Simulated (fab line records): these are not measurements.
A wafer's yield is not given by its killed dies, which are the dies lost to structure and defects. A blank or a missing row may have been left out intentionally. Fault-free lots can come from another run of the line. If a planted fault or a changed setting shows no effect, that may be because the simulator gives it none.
A lot that was struck, set against a sound lot + flow gf180mcu + 44 steps out of a route of 602
Sound: the wafers L452.1, L452.2, L452.5. Wafers struck: L464.2, L464.3, L464.4. At the end, the cause is stated.
At each step with rows: each side's tool, then ch and its chambers, then its first start. Under that, the readings that differ: sound wafers + struck wafers + difference of the means + sigmas: that difference in standard deviations of wafers without a fault.
alike: words and numbers the same on both sides, and readings whose means are apart by under 2 such deviations; not compared: readings that were withheld, readings missing a value for some wafer, numbers with overlapping values and no deviation given by the record, and bounds like >300 which may hide the same value.
The two part at a step that has a row with sigmas, a row that says differs or no value, or rows on one side only. Non-overlapping numbers with no deviation appear without sigmas and do not part them. Lack of a reading on every wafer of one side parts them only where that side has two or more wafers.

first, 1 step without rows for these wafers: GF_LVPWELL_IMPLANT_09.
GF_LVPWELL_STRIP_10: strips in O2/N2.
  sound on plasma asher-04 ch 0,1, day 4 13:55; struck on plasma asher-04 ch 0,1, day 7 12:06
| reading                      | sound             | struck            | difference | sigmas |
|------------------------------|-------------------|-------------------|------------|--------|
| strip time to endpoint s (s) | 37.11 37.14 37.11 | 36.80 36.74 36.73 | -0.36      | -3     |
  alike: drypump motor current A, heater power w, oes product au
  not compared: rf hours counter h
GF_LVPWELL_TW_MEAS_11:
  sound: film metro-04 at day 4 14:01; struck: film metro-02 at day 7 12:13
  alike: LVPWELL_TW
then, 7 steps without rows for these wafers: GF_MVSD_DEHYDRATE_00 (time 60 s); GF_MVSD_HMDS_01 (prime time 60 s); GF_MVSD_COAT_02 (resist thk 3000 nm); GF_MVSD_SOFTBAKE_03; GF_MVSD_EXPOSE_04 (exposes mask MVSD, target cd 1000 nm); GF_MVSD_PEB_05; GF_MVSD_DEVELOP_06 (develop time 60 s).
GF_MVSD_OVL_MEAS_07:
  sound: overlay-02 at day 5 03:35; struck: overlay-01 at day 8 03:40
  alike: MVSD_OVL
next, for these wafers, 1 step has no rows: GF_MVSD_IMPLANT_08.
GF_MVSD_IMPLANT_09:
  sound on implanter-01 ch 0, day 5 03:46; struck on implanter-02 ch 0, day 8 03:53
| reading                   | sound                | struck               | difference | sigmas      |
|---------------------------|----------------------|----------------------|------------|-------------|
| beam energy keV           | 100.02 100.00 99.99  | 116.74 116.73 116.70 | +16.72     | +99 or more |
| tilt deg (degrees)        | -0.019 -0.024 -0.028 | 0.000 0.018 0.024    | +0.038     | +2          |
| model.implant.rp nm (nm)  | 123.7 123.7 123.7    | 147.5 147.5 147.5    | +23.8      |             |
| model.implant.drp nm (nm) | 45.6 45.6 45.6       | 51.63 51.63 51.63    | +6.03      |             |
  alike: beam on s, dose ions cm2
GF_MVSD_STRIP_10: strips in O2/N2.
  sound on plasma asher-04 ch 0,1, day 5 03:55; struck on plasma asher-02 ch 0,1, day 8 04:00
  alike: drypump motor current A, heater power w, oes product au, strip time to endpoint s
  not compared: rf hours counter h
GF_MVSD_TW_MEAS_11:
  sound: film metro-04 at day 5 04:01; struck: film metro-04 at day 8 04:07
  alike: MVSD_TW
then, 7 steps without rows for these wafers: GF_MVPSD_DEHYDRATE_00 (time 60 s); GF_MVPSD_HMDS_01 (prime time 60 s); GF_MVPSD_COAT_02 (resist thk 3000 nm); GF_MVPSD_SOFTBAKE_03; GF_MVPSD_EXPOSE_04 (exposes mask MVPSD, target cd 1000 nm); GF_MVPSD_PEB_05; GF_MVPSD_DEVELOP_06 (develop time 60 s).
GF_MVPSD_OVL_MEAS_07:
  sound: overlay-01 at day 5 18:30; struck: overlay-02 at day 8 20:49
  alike: MVPSD_OVL
then, 2 steps without rows for these wafers: GF_MVPSD_IMPLANT_08; GF_MVPSD_IMPLANT_09.
GF_MVPSD_STRIP_10: strips in O2/N2.
  sound on plasma asher-04 ch 0,1, day 5 18:50; struck on plasma asher-01 ch 0,1, day 8 21:08
  alike: drypump motor current A, heater power w, oes product au, strip time to endpoint s
  not compared: rf hours counter h
GF_MVPSD_TW_MEAS_11:
  sound: film metro-01 at day 5 18:56; struck: film metro-04 at day 8 21:15
  alike: MVPSD_TW
then, 7 steps without rows for these wafers: GF_VT_IMPLANT_DEHYDRATE_00 (time 60 s); GF_VT_IMPLANT_HMDS_01 (prime time 60 s); GF_VT_IMPLANT_COAT_02 (resist thk 1000 nm); GF_VT_IMPLANT_SOFTBAKE_03 (time 60 s); GF_VT_IMPLANT_EXPOSE_04 (exposes mask LVPWELL LV AREA, target cd 600 nm); GF_VT_IMPLANT_PEB_05; GF_VT_IMPLANT_DEVELOP_06 (develop time 60 s).
GF_VT_IMPLANT_OVL_MEAS_07:
  sound: overlay-02 at day 6 09:23; struck: overlay-01 at day 9 14:22
  alike: VT_IMPLANT_OVL
next, for these wafers, 1 step has no rows: GF_VT_IMPLANT_IMPLANT_08.
GF_VT_IMPLANT_STRIP_09: strips in O2/N2.
  sound on plasma asher-01 ch 0,1, day 6 09:34; struck on plasma asher-01 ch 0,1, day 9 14:33
  alike: drypump motor current A, heater power w, oes product au, strip time to endpoint s
  not compared: rf hours counter h
GF_VT_IMPLANT_TW_MEAS_10:
  sound: film metro-03 at day 6 09:40; struck: film metro-03 at day 9 14:40
  alike: VT_IMPLANT_TW
then, 4 steps without rows for these wafers: GF_VT_IMPLANT_DEHYDRATE_11 (time 60 s); GF_VT_IMPLANT_HMDS_12 (prime time 60 s); GF_VT_IMPLANT_COAT_13 (resist thk 1000 nm); GF_VT_IMPLANT_SOFTBAKE_14 (time 60 s).
-- the record jumps here: 2 days lie between the struck wafers' starts before and after --
GF_VT_IMPLANT_RS_MEAS_46: measurement is done with a four-point probe.
  sound: film metro-04 at day 8 10:32; struck: film metro-04 at day 11 21:36
| reading          | sound             | struck            | difference | sigmas |
|------------------|-------------------|-------------------|------------|--------|
| MVSD_RS (ohm/sq) | 456.9 457.2 457.8 | 460.4 461.5 460.8 | +3.6       | +3     |
next, for these wafers, 1 step has no rows: GF_PASSIVATION_PROBE_99.

## WHERE THEY PART
First at GF_LVPWELL_STRIP_10; last, within this record, at GF_VT_IMPLANT_RS_MEAS_46.

WHY: what had been put in by the simulator
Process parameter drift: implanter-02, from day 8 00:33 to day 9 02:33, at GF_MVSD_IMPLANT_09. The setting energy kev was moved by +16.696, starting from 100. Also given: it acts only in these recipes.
